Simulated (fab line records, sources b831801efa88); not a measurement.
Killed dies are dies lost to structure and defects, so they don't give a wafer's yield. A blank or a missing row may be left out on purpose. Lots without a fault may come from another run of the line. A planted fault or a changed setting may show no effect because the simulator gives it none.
A struck lot beside a sound one | flow sky130 | 15 steps out of a route of 708
Sound: wafers L450.2, L450.3, L450.6. Struck: wafers L464.2, L464.4, L464.6. The cause comes at the end.
At each step with rows: each side's tool, then ch and its chambers, then its first start. Under that, the readings that differ: sound wafers | struck wafers | difference of the means | sigmas: that difference in standard deviations of wafers without a fault.
alike: readings whose means differ by less than 2 such deviations, and words and numbers that are the same on both sides. not compared: withheld readings, readings that some wafer has no value for, bounds like >300 that may hide the same value, and numbers for which the record gives no deviation and whose values overlap.
The two part at a step that has a row with sigmas, a row that says differs or no value, or rows on one side only. Numbers that don't overlap but have no deviation are shown without sigmas and don't part them. A reading that every wafer of one side lacks parts them only if that side has two wafers or more.

first, 2 steps without rows for these wafers: SKY_LOCAL_INTERCONNECT_CLEAN_17 (cleans in IPA, time 180 s); SKY_LOCAL_INTERCONNECT_CLEAN_18 (cleans in O3/DIW).
SKY_CONTACT_CVD_00: deposits Si3N4, target thk 75 nm.
  sound on pecvd-01 ch 1,2, day 31 12:36; struck on pecvd-02 ch 0, day 35 23:09
  alike: heater_power_w
SKY_CONTACT_THK_MEAS_01:
  sound on film_metro-03, day 31 12:38; struck on film_metro-02, day 35 23:13
  alike: CONTACT_CVD_00_THK
then, 1 step without rows for these wafers: SKY_CONTACT_HDPCVD_02 (deposits SiO2, target thk 565 nm, time 94.2 s).
SKY_CONTACT_THK_MEAS_03:
  sound on film_metro-02, day 31 12:46; struck on film_metro-03, day 35 23:20
  alike: CONTACT_HDPCVD_THK
SKY_CONTACT_CMP_04: polishes SiO2.
  sound on cmp-01 ch 0,3, day 31 12:49; struck on cmp-01 ch 0,1,2, day 35 23:29
  reading                | sound    | struck   | difference | sigmas
  time_to_endpoint_s (s) | 78 85 76 | 83 93 90 | +9         | +2
  alike: motor_current_A
SKY_CONTACT_BOW_MEAS_05:
  sound on film_metro-03, day 31 13:08; struck on film_metro-02, day 35 23:42
  alike: CONTACT_BOW
then, 4 steps without rows for these wafers: SKY_CONTACT_DEHYDRATE_06 (time 60 s); SKY_CONTACT_HMDS_07 (prime time 60 s); SKY_CONTACT_COAT_08 (resist thk 60 nm); SKY_CONTACT_COAT_09 (resist thk 450 nm).
SKY_CONTACT_SOFTBAKE_10: time 90 s.
  sound on litho_track-04 ch 0, day 32 02:00; struck on litho_track-04 ch 0, day 36 11:00
  reading                  | sound                | struck               | difference                    | sigmas
  heater_power_total_W (W) | 57.24 57.48 57.55    | 60.21 60.11 60.24    | +2.76                         | +25
  plate_temp_C (C)         | 99.72 99.94 100.09   | - - -                | no value on the struck wafers |
  run_length_s (s)         | 119.63 119.36 119.51 | 107.23 107.61 107.32 | -12.11                        | -58
then, 1 step without rows for these wafers: SKY_CONTACT_EXPOSE_11 (exposes mask CTM1, target cd 170 nm).
-- the record jumps here: 13 days lie between the struck wafers' starts before and after (it left off in module CONTACT and takes up again in module PAD_OPEN, whose first step shown is number 708 of the route) --
SKY_PAD_OPEN_PROBE_99:
  sound on prober-01, day 46 13:32; struck on prober-01, day 49 18:05
  alike: killed_at_M0_to_M3, killed_at_M4_up, killed_at_contacts, killed_at_front_end, killed_at_other, killed_dies, killed_open, killed_short

WHERE THEY PART
First at SKY_CONTACT_CMP_04; last, within this record, at SKY_CONTACT_SOFTBAKE_10. Later steps at which nothing parts them and some readings are alike: SKY_PAD_OPEN_PROBE_99.

WHY: what the simulator had put in
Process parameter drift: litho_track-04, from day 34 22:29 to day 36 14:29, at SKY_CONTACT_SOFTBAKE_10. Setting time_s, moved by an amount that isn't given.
